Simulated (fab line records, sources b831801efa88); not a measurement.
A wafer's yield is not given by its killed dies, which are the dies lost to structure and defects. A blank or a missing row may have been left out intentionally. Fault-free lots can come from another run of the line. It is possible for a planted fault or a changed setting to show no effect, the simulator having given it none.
Chamber matching	flow sky130	SKY_FIELD_ISO_ETCH_17 on rie_si-01 has 4 sister chambers
The step etches Si in HBr/Cl2/O2, target depth 342 nm, time 97.7 s. 8 wafers are shown with their chamber, then 12 later ones without.

## WAFERS PAIRED WITH THEIR CHAMBERS
wafer	chamber	drypump_motor_current_A (A)	he_backside_leak_sccm (sccm)
L079.4	0	5.8	2.77
L083.1	2	4.8	2.82
L084.1	2	4.9	2.82
L084.5	3	6.6	2.73
L084.6	0	5.8	2.71
L087.2	3	6.6	2.61
L087.3	1	5.7	2.85
L087.5	1	5.7	2.85

## WAFERS MISSING THEIR CHAMBER
wafer	drypump_motor_current_A (A)	he_backside_leak_sccm (sccm)
L088.1	5.7	2.87
L088.2	6.6	2.83
L088.4	4.9	2.84
L089.2	5.7	2.77
L089.5	6.6	2.69
L089.6	4.8	2.81
L094.1	5.8	2.79
L094.3	5.7	2.86
L094.6	6.6	2.78
L096.3	5.7	2.81
L096.5	5.7	2.90
L096.6	4.9	2.42

## WHICH CHAMBER EACH WENT THROUGH
wafer	from the rows above	in truth
L088.1	1	1
L088.2	3	3
L088.4	2	2
L089.2	can't be placed: 1 or 0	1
L089.5	3	3
L089.6	2	2
L094.1	0	0
L094.3	1	1
L094.6	3	3
L096.3	1	1
L096.5	1	1
L096.6	2	2
Correctly placed: 11 of 12. Not placeable from these rows: 1 (in 1, the candidates include the true chamber). 0 placed wrongly.
How it was worked out, from the rows above alone: a wafer's distance from a chamber is the root of the sum, over the readings, of the square of ((its reading less the chamber's mean) divided by the reading's scatter). If the next closest chamber is less than 2 further off than the closest, the wafer can't be placed; otherwise it belongs to the closest. For every chamber, the mean is computed from those of its wafers that are shown. The scatter is the square root of a quotient: the sum, over the shown wafers, of each reading's squared deviation from its chamber's mean, divided by wafers minus chambers.
